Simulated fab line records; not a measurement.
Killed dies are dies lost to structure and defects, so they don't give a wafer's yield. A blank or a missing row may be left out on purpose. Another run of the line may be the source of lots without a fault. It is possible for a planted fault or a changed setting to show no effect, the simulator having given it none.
fab line records / flow gf180mcu / part 2 of 2: steps 23 to 31 of 31
record lots=5 wafers=15 lastDay=33
route steps=602 shown HV_LDD@223 NSD@235 PSD@248
lots with no fault: from the same line, run without faults
startH: hours from the record's opening day to when the first of the lot's shown wafers began / waitH: hours from the lot's prior step to this one / " unchanged from the row above / L1.1+2: one row covering several wafers at once / - no value, or no start given / * or withheld: withheld / < > ~ a bound
route shown NAME@n: NAME is a module with steps in the file, n the number in the route of the first one / usual: mean/standard deviation of fault-free wafers / same: alike in all rows / chamber/n: place in a boat / sites: per-site readings / _std_site: the values' standard deviation / _edge_site: outer sites' mean less inner sites' / radiusMm: for every site, how far away it sits from the centre of the wafer / mask NAME#n: copy n / behind: tool/chamber where the wafer was last shaped / hold: the reason the lot was held/the length of the hold in hours/how it ended / device: which transistor (n, p or np) failed to switch / end of line: at the end of the route, the tests of the same wafers / for a step that has no rows: nothing shown but its recipe / killed: dies that structure and defects cost at the first sort, which is not the same as the wafer's yield / map: the dies of a wafer, with x for killed, . for not killed, _ for no die there
set.NAME: the setting that was run; set.NAME@STEP: the one run at that earlier step / model.NAME: the simulator's own value behind a step, which no gauge read
lots at some steps of the route; a table a step, a row a wafer
services: a tool's chamber out of use, with start hour (startH, from the record's first day; less than 0 if before it), hours out, and reason
## steps
# step GF_NSD_IMPLANT_10
# recipe species=P energyKev=40 doseCm2=5e+14 tiltDeg=7
# usual beamEnergyKeV=39.999/0.014 endStationPressureTorr=7.2e-06/3.5e-07
# same implantIonAmu=31
lot.wafer=L077.1 tool=implanter-02 chamber=0 startH=319.61 waitH=0.1 beamEnergyKeV=39.996 endStationPressureTorr=6.8e-06
lot.wafer=L077.4 tool=implanter-02 chamber=0 startH=319.61 waitH=0.1 beamEnergyKeV=39.999 endStationPressureTorr=7.2e-06
lot.wafer=L077.5 tool=implanter-02 chamber=0 startH=319.61 waitH=0.1 beamEnergyKeV=39.992 endStationPressureTorr=7.5e-06
lot.wafer=L079.1 tool=implanter-04 chamber=0 startH=331.86 waitH=0.1 beamEnergyKeV=40.005 endStationPressureTorr=7e-06
lot.wafer=L079.2 tool=implanter-04 chamber=0 startH=331.86 waitH=0.1 beamEnergyKeV=40.019 endStationPressureTorr=7e-06
lot.wafer=L079.5 tool=implanter-04 chamber=0 startH=331.86 waitH=0.1 beamEnergyKeV=40.009 endStationPressureTorr=7.8e-06
lot.wafer=L080.1 tool=implanter-01 chamber=0 startH=343.91 waitH=0.1 beamEnergyKeV=39.995 endStationPressureTorr=7.3e-06
lot.wafer=L080.2 tool=implanter-01 chamber=0 startH=343.91 waitH=0.1 beamEnergyKeV=40.009 endStationPressureTorr=7.3e-06
lot.wafer=L080.3 tool=implanter-01 chamber=0 startH=343.91 waitH=0.1 beamEnergyKeV=39.958 endStationPressureTorr=7.5e-06
lot.wafer=L090.1 tool=implanter-01 chamber=0 startH=428.00 waitH=0.1 beamEnergyKeV=40.021 endStationPressureTorr=7.1e-06
lot.wafer=L090.4 tool=implanter-01 chamber=0 startH=428.00 waitH=0.1 beamEnergyKeV=40.015 endStationPressureTorr=6.4e-06
lot.wafer=L090.6 tool=implanter-01 chamber=0 startH=428.00 waitH=0.1 beamEnergyKeV=40.013 endStationPressureTorr=7.3e-06
lot.wafer=L092.4 tool=implanter-02 chamber=0 startH=444.98 waitH=0.1 beamEnergyKeV=39.993 endStationPressureTorr=7.1e-06
lot.wafer=L092.5 tool=implanter-02 chamber=0 startH=444.98 waitH=0.1 beamEnergyKeV=40.007 endStationPressureTorr=7e-06
lot.wafer=L092.6 tool=implanter-02 chamber=0 startH=444.98 waitH=0.1 beamEnergyKeV=40.016 endStationPressureTorr=6.9e-06
# step GF_NSD_STRIP_11
# recipe chemistry=O2/N2 powerW=1400 pressureMtorr=1500 platenTempC=250 o2FlowSccm=3000 n2FlowSccm=300 overashFraction=0.5
# usual chamberPressureMTorr=1499.9/1.4 drypumpMotorCurrentA=5.7/0.32 heaterPowerW=331/38 oesProductAu=0.487/0.0048 stripTimeToEndpointS=22.96/0.034
lot.wafer=L077.1 tool=plasmaAsher-04 chamber=0 startH=319.76 waitH=0.1 chamberPressureMTorr=1499.0 drypumpMotorCurrentA=5.5 heaterPowerW=357 oesProductAu=0.484 rfHoursCounterH=50 stripTimeToEndpointS=23.01
lot.wafer=L077.4 tool=plasmaAsher-04 chamber=1 startH=319.76 waitH=0.1 chamberPressureMTorr=1498.6 drypumpMotorCurrentA=5.4 heaterPowerW=284 oesProductAu=0.485 rfHoursCounterH=- stripTimeToEndpointS=23.01
lot.wafer=L077.5 tool=plasmaAsher-04 chamber=1 startH=319.76 waitH=0.1 chamberPressureMTorr=1499.1 drypumpMotorCurrentA=5.4 heaterPowerW=282 oesProductAu=0.493 rfHoursCounterH=- stripTimeToEndpointS=23.04
lot.wafer=L079.1 tool=plasmaAsher-01 chamber=1 startH=332.01 waitH=0.1 chamberPressureMTorr=1500.0 drypumpMotorCurrentA=5.5 heaterPowerW=320 oesProductAu=0.482 rfHoursCounterH=72 stripTimeToEndpointS=22.99
lot.wafer=L079.2 tool=plasmaAsher-01 chamber=0 startH=332.01 waitH=0.1 chamberPressureMTorr=1501.3 drypumpMotorCurrentA=6.3 heaterPowerW=369 oesProductAu=0.489 rfHoursCounterH=72 stripTimeToEndpointS=22.97
lot.wafer=L079.5 tool=plasmaAsher-01 chamber=0 startH=332.01 waitH=0.1 chamberPressureMTorr=1498.0 drypumpMotorCurrentA=6.3 heaterPowerW=377 oesProductAu=0.483 rfHoursCounterH=- stripTimeToEndpointS=22.96
lot.wafer=L080.1 tool=plasmaAsher-02 chamber=1 startH=344.06 waitH=0.1 chamberPressureMTorr=1500.9 drypumpMotorCurrentA=5.9 heaterPowerW=384 oesProductAu=0.488 rfHoursCounterH=24 stripTimeToEndpointS=22.84
lot.wafer=L080.2 tool=plasmaAsher-02 chamber=0 startH=344.06 waitH=0.1 chamberPressureMTorr=1499.7 drypumpMotorCurrentA=5.4 heaterPowerW=297 oesProductAu=0.491 rfHoursCounterH=24 stripTimeToEndpointS=22.90
lot.wafer=L080.3 tool=plasmaAsher-02 chamber=0 startH=344.06 waitH=0.1 chamberPressureMTorr=1499.1 drypumpMotorCurrentA=5.4 heaterPowerW=296 oesProductAu=0.490 rfHoursCounterH=- stripTimeToEndpointS=22.93
lot.wafer=L090.1 tool=plasmaAsher-01 chamber=0 startH=428.15 waitH=0.1 chamberPressureMTorr=1503.1 drypumpMotorCurrentA=6.3 heaterPowerW=371 oesProductAu=0.493 rfHoursCounterH=83 stripTimeToEndpointS=22.97
lot.wafer=L090.4 tool=plasmaAsher-01 chamber=1 startH=428.15 waitH=0.1 chamberPressureMTorr=1500.4 drypumpMotorCurrentA=5.5 heaterPowerW=317 oesProductAu=0.481 rfHoursCounterH=- stripTimeToEndpointS=22.97
lot.wafer=L090.6 tool=plasmaAsher-01 chamber=0 startH=428.15 waitH=0.1 chamberPressureMTorr=1497.7 drypumpMotorCurrentA=6.3 heaterPowerW=362 oesProductAu=0.487 rfHoursCounterH=- stripTimeToEndpointS=22.92
lot.wafer=L092.4 tool=plasmaAsher-04 chamber=0 startH=445.09 waitH=0.1 chamberPressureMTorr=1500.1 drypumpMotorCurrentA=5.6 heaterPowerW=364 oesProductAu=0.487 rfHoursCounterH=- stripTimeToEndpointS=22.95
lot.wafer=L092.5 tool=plasmaAsher-04 chamber=0 startH=445.09 waitH=0.1 chamberPressureMTorr=1502.0 drypumpMotorCurrentA=5.6 heaterPowerW=357 oesProductAu=0.492 rfHoursCounterH=- stripTimeToEndpointS=22.94
lot.wafer=L092.6 tool=plasmaAsher-04 chamber=1 startH=445.09 waitH=0.1 chamberPressureMTorr=1499.6 drypumpMotorCurrentA=5.5 heaterPowerW=285 oesProductAu=0.496 rfHoursCounterH=- stripTimeToEndpointS=22.96
# step GF_NSD_TW_MEAS_12
# usual NSD_TW=4260/27
lot.wafer=L077.1 tool=filmMetro-03 chamber=- startH=319.86 waitH=0.1 NSD_TW=4266
lot.wafer=L077.4 tool=filmMetro-03 chamber=- startH=319.86 waitH=0.1 NSD_TW=4236
lot.wafer=L077.5 tool=filmMetro-03 chamber=- startH=319.86 waitH=0.1 NSD_TW=4249
lot.wafer=L079.1 tool=filmMetro-02 chamber=- startH=332.11 waitH=0.1 NSD_TW=4267
lot.wafer=L079.2 tool=filmMetro-02 chamber=- startH=332.11 waitH=0.1 NSD_TW=4257
lot.wafer=L079.5 tool=filmMetro-02 chamber=- startH=332.11 waitH=0.1 NSD_TW=4270
lot.wafer=L080.1 tool=filmMetro-02 chamber=- startH=344.16 waitH=0.1 NSD_TW=4283
lot.wafer=L080.2 tool=filmMetro-02 chamber=- startH=344.16 waitH=0.1 NSD_TW=4288
lot.wafer=L080.3 tool=filmMetro-02 chamber=- startH=344.16 waitH=0.1 NSD_TW=4259
lot.wafer=L090.1 tool=filmMetro-02 chamber=- startH=428.25 waitH=0.1 NSD_TW=4291
lot.wafer=L090.4 tool=filmMetro-02 chamber=- startH=428.25 waitH=0.1 NSD_TW=4300
lot.wafer=L090.6 tool=filmMetro-02 chamber=- startH=428.25 waitH=0.1 NSD_TW=4288
lot.wafer=L092.4 tool=filmMetro-02 chamber=- startH=445.19 waitH=0.1 NSD_TW=4278
lot.wafer=L092.5 tool=filmMetro-02 chamber=- startH=445.19 waitH=0.1 NSD_TW=4281
lot.wafer=L092.6 tool=filmMetro-02 chamber=- startH=445.19 waitH=0.1 NSD_TW=4292
# step GF_PSD_DEHYDRATE_00
# recipe tempC=200 timeS=60
# usual resistLineTempC=23.00/0.095
# same timeS=60
lot.wafer=L077.1 tool=lithoTrack-04 chamber=0 startH=329.25 waitH=9.4 resistLineTempC=22.90
lot.wafer=L077.4 tool=lithoTrack-04 chamber=0 startH=329.25 waitH=9.4 resistLineTempC=23.01
lot.wafer=L077.5 tool=lithoTrack-04 chamber=0 startH=329.25 waitH=9.4 resistLineTempC=23.04
lot.wafer=L079.1 tool=lithoTrack-03 chamber=0 startH=342.50 waitH=10.4 resistLineTempC=23.03
lot.wafer=L079.2 tool=lithoTrack-03 chamber=0 startH=342.50 waitH=10.4 resistLineTempC=23.05
lot.wafer=L079.5 tool=lithoTrack-03 chamber=0 startH=342.50 waitH=10.4 resistLineTempC=23.03
lot.wafer=L080.1 tool=lithoTrack-04 chamber=0 startH=353.95 waitH=9.8 resistLineTempC=22.96
lot.wafer=L080.2 tool=lithoTrack-04 chamber=0 startH=353.95 waitH=9.8 resistLineTempC=23.04
lot.wafer=L080.3 tool=lithoTrack-04 chamber=0 startH=353.95 waitH=9.8 resistLineTempC=22.96
lot.wafer=L090.1 tool=lithoTrack-03 chamber=0 startH=439.95 waitH=11.7 resistLineTempC=23.09
lot.wafer=L090.4 tool=lithoTrack-03 chamber=0 startH=439.95 waitH=11.7 resistLineTempC=23.06
lot.wafer=L090.6 tool=lithoTrack-03 chamber=0 startH=439.95 waitH=11.7 resistLineTempC=23.13
lot.wafer=L092.4 tool=lithoTrack-03 chamber=0 startH=456.17 waitH=11.0 resistLineTempC=23.00
lot.wafer=L092.5 tool=lithoTrack-03 chamber=0 startH=456.17 waitH=11.0 resistLineTempC=23.07
lot.wafer=L092.6 tool=lithoTrack-03 chamber=0 startH=456.17 waitH=11.0 resistLineTempC=22.96
# step GF_PSD_HMDS_01
# recipe primeTimeS=60 primeTempC=120
# usual resistLineTempC=23.02/0.11
lot.wafer=L077.1 tool=lithoTrack-04 chamber=0 startH=329.40 waitH=0.1 resistLineTempC=23.08
lot.wafer=L077.4 tool=lithoTrack-04 chamber=0 startH=329.40 waitH=0.1 resistLineTempC=22.90
lot.wafer=L077.5 tool=lithoTrack-04 chamber=0 startH=329.40 waitH=0.1 resistLineTempC=22.99
lot.wafer=L079.1 tool=lithoTrack-03 chamber=0 startH=342.65 waitH=0.1 resistLineTempC=23.12
lot.wafer=L079.2 tool=lithoTrack-03 chamber=0 startH=342.65 waitH=0.1 resistLineTempC=23.24
lot.wafer=L079.5 tool=lithoTrack-03 chamber=0 startH=342.65 waitH=0.1 resistLineTempC=23.00
lot.wafer=L080.1 tool=lithoTrack-04 chamber=0 startH=354.10 waitH=0.1 resistLineTempC=22.89
lot.wafer=L080.2 tool=lithoTrack-04 chamber=0 startH=354.10 waitH=0.1 resistLineTempC=22.82
lot.wafer=L080.3 tool=lithoTrack-04 chamber=0 startH=354.10 waitH=0.1 resistLineTempC=22.79
lot.wafer=L090.1 tool=lithoTrack-03 chamber=0 startH=440.10 waitH=0.1 resistLineTempC=23.10
lot.wafer=L090.4 tool=lithoTrack-03 chamber=0 startH=440.10 waitH=0.1 resistLineTempC=22.93
lot.wafer=L090.6 tool=lithoTrack-03 chamber=0 startH=440.10 waitH=0.1 resistLineTempC=23.09
lot.wafer=L092.4 tool=lithoTrack-03 chamber=0 startH=456.32 waitH=0.1 resistLineTempC=23.11
lot.wafer=L092.5 tool=lithoTrack-03 chamber=0 startH=456.32 waitH=0.1 resistLineTempC=23.06
lot.wafer=L092.6 tool=lithoTrack-03 chamber=0 startH=456.32 waitH=0.1 resistLineTempC=22.94
# step GF_PSD_COAT_02
# recipe resist=NOVOLAK spinRpm=3000 resistThkNm=1000
# usual resistLineTempC=23.02/0.12
lot.wafer=L077.1 tool=lithoTrack-04 chamber=0 startH=329.55 waitH=0.1 resistLineTempC=22.89
lot.wafer=L077.4 tool=lithoTrack-04 chamber=0 startH=329.55 waitH=0.1 resistLineTempC=22.97
lot.wafer=L077.5 tool=lithoTrack-04 chamber=0 startH=329.55 waitH=0.1 resistLineTempC=22.93
lot.wafer=L079.1 tool=lithoTrack-03 chamber=0 startH=342.80 waitH=0.1 resistLineTempC=22.80
lot.wafer=L079.2 tool=lithoTrack-03 chamber=0 startH=342.80 waitH=0.1 resistLineTempC=22.99
lot.wafer=L079.5 tool=lithoTrack-03 chamber=0 startH=342.80 waitH=0.1 resistLineTempC=22.86
lot.wafer=L080.1 tool=lithoTrack-04 chamber=0 startH=354.25 waitH=0.1 resistLineTempC=23.27
lot.wafer=L080.2 tool=lithoTrack-04 chamber=0 startH=354.25 waitH=0.1 resistLineTempC=23.28
lot.wafer=L080.3 tool=lithoTrack-04 chamber=0 startH=354.25 waitH=0.1 resistLineTempC=23.13
lot.wafer=L090.1 tool=lithoTrack-03 chamber=0 startH=440.25 waitH=0.1 resistLineTempC=23.05
lot.wafer=L090.4 tool=lithoTrack-03 chamber=0 startH=440.25 waitH=0.1 resistLineTempC=23.13
lot.wafer=L090.6 tool=lithoTrack-03 chamber=0 startH=440.25 waitH=0.1 resistLineTempC=22.99
lot.wafer=L092.4 tool=lithoTrack-03 chamber=0 startH=456.47 waitH=0.1 resistLineTempC=23.02
lot.wafer=L092.5 tool=lithoTrack-03 chamber=0 startH=456.47 waitH=0.1 resistLineTempC=23.18
lot.wafer=L092.6 tool=lithoTrack-03 chamber=0 startH=456.47 waitH=0.1 resistLineTempC=23.12
# step GF_PSD_SOFTBAKE_03
# recipe tempC=90 timeS=60 resist=NOVOLAK
# usual resistLineTempC=22.99/0.094
# same timeS=60
lot.wafer=L077.1 tool=lithoTrack-04 chamber=0 startH=329.70 waitH=0.1 resistLineTempC=22.96
lot.wafer=L077.4 tool=lithoTrack-04 chamber=0 startH=329.70 waitH=0.1 resistLineTempC=22.92
lot.wafer=L077.5 tool=lithoTrack-04 chamber=0 startH=329.70 waitH=0.1 resistLineTempC=22.88
lot.wafer=L079.1 tool=lithoTrack-03 chamber=0 startH=342.95 waitH=0.1 resistLineTempC=22.81
lot.wafer=L079.2 tool=lithoTrack-03 chamber=0 startH=342.95 waitH=0.1 resistLineTempC=23.00
lot.wafer=L079.5 tool=lithoTrack-03 chamber=0 startH=342.95 waitH=0.1 resistLineTempC=23.14
lot.wafer=L080.1 tool=lithoTrack-04 chamber=0 startH=354.40 waitH=0.1 resistLineTempC=22.96
lot.wafer=L080.2 tool=lithoTrack-04 chamber=0 startH=354.40 waitH=0.1 resistLineTempC=22.99
lot.wafer=L080.3 tool=lithoTrack-04 chamber=0 startH=354.40 waitH=0.1 resistLineTempC=22.98
lot.wafer=L090.1 tool=lithoTrack-03 chamber=0 startH=440.40 waitH=0.1 resistLineTempC=22.87
lot.wafer=L090.4 tool=lithoTrack-03 chamber=0 startH=440.40 waitH=0.1 resistLineTempC=22.91
lot.wafer=L090.6 tool=lithoTrack-03 chamber=0 startH=440.40 waitH=0.1 resistLineTempC=22.96
lot.wafer=L092.4 tool=lithoTrack-03 chamber=0 startH=456.62 waitH=0.1 resistLineTempC=23.11
lot.wafer=L092.5 tool=lithoTrack-03 chamber=0 startH=456.62 waitH=0.1 resistLineTempC=22.96
lot.wafer=L092.6 tool=lithoTrack-03 chamber=0 startH=456.62 waitH=0.1 resistLineTempC=22.95
# step GF_PSD_EXPOSE_04
# recipe maskId=Pplus targetCdNm=400 na=0.6 sourceShape=conventional sigmaOuter=0.6 doseMj=140
lot.wafer=L077.1+4+5 tool=ilineStepper-02 chamber=0 startH=- waitH=- mask=Pplus#0
lot.wafer=L079.1+2+5 tool=ilineStepper-01 chamber=0 startH=- waitH=- mask=Pplus#0
lot.wafer=L080.1+2+3 tool=ilineStepper-02 chamber=0 startH=- waitH=- mask=Pplus#0
lot.wafer=L090.1+4+6 tool=ilineStepper-01 chamber=0 startH=- waitH=- mask=Pplus#0
lot.wafer=L092.4+5+6 tool=ilineStepper-01 chamber=0 startH=- waitH=- mask=Pplus#0
# step GF_PSD_PEB_05
# recipe tempC=withheld timeS=* resist=NOVOLAK
# usual resistLineTempC=*
# same timeS=*
lot.wafer=L077.1 tool=lithoTrack-02 chamber=0 startH=- waitH=- resistLineTempC=*
lot.wafer=L077.4 tool=lithoTrack-02 chamber=0 startH=- waitH=- resistLineTempC=*
lot.wafer=L077.5 tool=lithoTrack-02 chamber=0 startH=- waitH=- resistLineTempC=*
lot.wafer=L079.1 tool=lithoTrack-04 chamber=0 startH=- waitH=- resistLineTempC=*
lot.wafer=L079.2 tool=lithoTrack-04 chamber=0 startH=- waitH=- resistLineTempC=*
lot.wafer=L079.5 tool=lithoTrack-04 chamber=0 startH=- waitH=- resistLineTempC=*
lot.wafer=L080.1 tool=lithoTrack-02 chamber=0 startH=- waitH=- resistLineTempC=*
lot.wafer=L080.2 tool=lithoTrack-02 chamber=0 startH=- waitH=- resistLineTempC=*
lot.wafer=L080.3 tool=lithoTrack-02 chamber=0 startH=- waitH=- resistLineTempC=*
lot.wafer=L090.1 tool=lithoTrack-04 chamber=0 startH=- waitH=- resistLineTempC=*
lot.wafer=L090.4 tool=lithoTrack-04 chamber=0 startH=- waitH=- resistLineTempC=*
lot.wafer=L090.6 tool=lithoTrack-04 chamber=0 startH=- waitH=- resistLineTempC=*
lot.wafer=L092.4 tool=lithoTrack-03 chamber=0 startH=- waitH=- resistLineTempC=*
lot.wafer=L092.5 tool=lithoTrack-03 chamber=0 startH=- waitH=- resistLineTempC=*
lot.wafer=L092.6 tool=lithoTrack-03 chamber=0 startH=- waitH=- resistLineTempC=*
## services
tool=plasmaAsher-01 chamber=- startH=283.69 hours=1.5 kind=repair
tool=implanter-01 chamber=- startH=296.45 hours=28.9 kind=pm
tool=ilineStepper-01 chamber=- startH=306.82 hours=8.9 kind=pm
tool=plasmaAsher-04 chamber=- startH=308.68 hours=1.0 kind=repair
tool=plasmaAsher-01 chamber=- startH=311.04 hours=1.6 kind=repair
tool=implanter-04 chamber=- startH=334.74 hours=5.2 kind=repair
tool=plasmaAsher-03 chamber=- startH=343.78 hours=6.3 kind=repair
tool=plasmaAsher-01 chamber=- startH=345.80 hours=2.8 kind=pm
tool=plasmaAsher-02 chamber=- startH=353.37 hours=0.6 kind=repair
tool=implanter-04 chamber=- startH=354.91 hours=2.0 kind=repair
tool=wetBench-03 chamber=- startH=369.48 hours=39.7 kind=pm
tool=rieDiel-01 chamber=0 startH=373.12 hours=4.2 kind=repair
tool=rieDiel-01 chamber=1 startH=381.27 hours=3.3 kind=repair
tool=rieDiel-01 chamber=2 startH=412.90 hours=9.5 kind=repair
tool=implanter-02 chamber=- startH=417.56 hours=3.0 kind=repair
tool=rieDiel-01 chamber=0 startH=421.18 hours=3.4 kind=repair
tool=plasmaAsher-03 chamber=- startH=421.25 hours=9.0 kind=pm
tool=rieDiel-01 chamber=- startH=422.62 hours=2.8 kind=pm
tool=lpcvd-02 chamber=- startH=437.60 hours=1.6 kind=repair
tool=implanter-02 chamber=- startH=438.98 hours=2.0 kind=pm
tool=ilineStepper-02 chamber=- startH=449.15 hours=1.7 kind=pm
tool=rieDiel-01 chamber=1 startH=458.00 hours=4.1 kind=repair
tool=plasmaAsher-03 chamber=- startH=461.10 hours=14.6 kind=pm
tool=implanter-02 chamber=- startH=466.80 hours=76.2 kind=pm
